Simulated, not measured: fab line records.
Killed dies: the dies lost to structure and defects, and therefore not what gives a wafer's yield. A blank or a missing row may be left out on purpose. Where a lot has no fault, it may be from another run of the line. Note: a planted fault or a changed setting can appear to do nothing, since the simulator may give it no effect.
Problem report, 8D (eight disciplines) form, completed by code    flow sky130    the parts of the form that need people (team, actions taken, sign-off) are left out

1. PROBLEM STATEMENT
Wafers without a fault read 89.21 s, standard deviation 0.099; run-length-s at SKY_RES_XHIGH_SOFTBAKE_03 reads a mean of 96.15 s on 6 wafers belonging to 2 lots. That is +70 standard deviations from the usual mean.
The step: time 60 s.
Earliest sighting: wafer L204.3 on litho-track-02 at day 29 23:08. Wafers with a number at this step in the record: 36, from 12 lots. Rule for "out" (also "out of limits"): further than 4 standard deviations from the usual mean. Any other wafer with a number is counted as sound.

2. WHAT IT IS, AND WHAT IT ISN'T
question                     is                      is not
which readings at this step  run-length-s            plate-temp-C
which lots                   L204, L205              L193, L195, L201, L206, L207, L208, L210, L212, L213, L214
which wafers of those lots   all that have a number  -
read on which tools          litho-track-02          litho-track-01, litho-track-04
when                         from day 29 23:08       up to then (9 sound wafers); but 21 sound wafers of L206, L207, L208, L210, L212, L213, L214 came after

3. THE SUSPECTS, EACH WITH WHAT RULES IT OUT
Counting: a tool at any process step up to the reading remains a suspect when it ran all the lots that are out and ran no sound lot after the first of those.
- plasma-asher-03 at SKY_RES_PROTECT_STRIP_07 (strips in O2/N2): ruled out as a lasting fault. The sound lots L206, L207, L210 went through it after L204, its earliest lot that is out (day 19 06:12).
- litho-track-02 at SKY_RES_XHIGH_SOFTBAKE_03 (time 60 s): kept. It ran every lot that is out, first L204 (day 29 23:08), and no sound lot after that. Its own run-length-s readings are out on those wafers.
Left after counting: litho-track-02 at SKY_RES_XHIGH_SOFTBAKE_03.

4. THE CAUSE (what the simulator had put in)
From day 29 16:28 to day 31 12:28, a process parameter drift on litho-track-02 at SKY_RES_XHIGH_SOFTBAKE_03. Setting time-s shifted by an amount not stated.
After counting, this tool was the only one left.

5. THE CHAIN OF EFFECTS, in route order
One row per reading whose mean, taken over the struck wafers that have a number, lies over 3 standard deviations from the usual. Scope: only readings with a usual standard deviation given in the record; hours: median across lots of the time from each lot's start at the first step in this table that gives one to its start at this step; sigmas: change in usual standard deviations.
hours  step                       reading       usual    on struck wafers  change  sigmas
0      SKY_RES_XHIGH_SOFTBAKE_03  run-length-s  89.21 s  96.15             +6.94   +70
Process steps it contains:
- SKY_RES_XHIGH_SOFTBAKE_03: time 60 s.
At these later measuring or inspecting steps, every struck wafer for which the step has a row has a number for every such reading, and none has moved that far: SKY_CONTACT_THK_MEAS_01.

6. HOW IT WOULD HAVE BEEN CAUGHT EARLIER
7 hours passed between the start of the fault at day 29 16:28 and the first reading out of limits in this record, taken at day 29 23:08.
